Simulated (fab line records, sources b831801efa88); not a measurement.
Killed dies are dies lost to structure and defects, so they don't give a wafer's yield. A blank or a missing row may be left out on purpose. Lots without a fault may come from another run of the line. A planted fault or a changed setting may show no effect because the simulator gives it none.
Chamber matching | flow gf180mcu | GF_V4_CMP_04 on cmp-02: 4 sister chambers
The step polishes SiO2. 14 wafers are shown with their chamber, then 7 later ones without.

WAFERS WITH THEIR CHAMBER
wafer  | chamber | motor_current_A (A) | time_to_endpoint_s (s)
L652.1 | 2       | 12.4                | 82
L652.5 | 0       | 12.1                | 91
L652.6 | 3       | 13.4                | 89
L654.2 | 0       | 11.7                | 83
L654.4 | 2       | 12.0                | 84
L654.5 | 1       | 13.1                | 82
L656.3 | 1       | 12.3                | 83
L656.4 | 3       | 13.6                | 84
L656.6 | 3       | 14.0                | 86
L657.1 | 1       | 12.3                | 79
L657.4 | 0       | 12.2                | 85
L657.6 | 3       | 13.6                | 91
L660.2 | 0       | 13.3                | 86
L660.4 | 2       | 12.0                | 88

SIGNATURES (means of the wafers above)
reading            | chamber 0 | chamber 1 | chamber 2 | chamber 3 | scatter within a chamber
motor_current_A    | 12.325    | 12.567    | 12.133    | 13.650    | 0.462
time_to_endpoint_s | 86.25     | 81.33     | 84.67     | 87.50     | 3.02
Rule: a wafer's distance from a chamber is the root of the sum, over the readings, of the square of ((its reading less the chamber's mean) divided by the reading's scatter). The wafer belongs to the nearest chamber; if the next one is less than 2 further off, it can't be placed. The scatter: the root of (the sum of the squares of (reading less its chamber's mean) over the shown wafers, divided by (wafers less chambers)).

WAFERS WITHOUT THEIR CHAMBER
wafer  | motor_current_A (A) | time_to_endpoint_s (s)
L660.6 | 11.6                | 87
L668.1 | 12.0                | 83
L668.2 | 13.3                | 81
L668.3 | 11.9                | 79
L671.1 | 13.2                | 77
L671.3 | 12.2                | 78
L671.4 | 13.2                | 80

WHICH CHAMBER EACH WENT THROUGH
wafer  | from the rows above               | in truth
L660.6 | can't be placed: 2 or 0 or 1      | 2
L668.1 | can't be placed: 2 or 0 or 1      | 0
L668.2 | can't be placed: 1 or 3 or 0 or 2 | 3
L668.3 | can't be placed: 1 or 2 or 0      | 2
L671.1 | can't be placed: 1 or 2 or 0 or 3 | 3
L671.3 | can't be placed: 1 or 2 or 0      | 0
L671.4 | can't be placed: 1 or 3 or 2 or 0 | 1
Placed correctly: 0 of 7. Can't be placed from these rows: 7 (the true chamber is among the candidates in 7). Placed wrongly: 0.
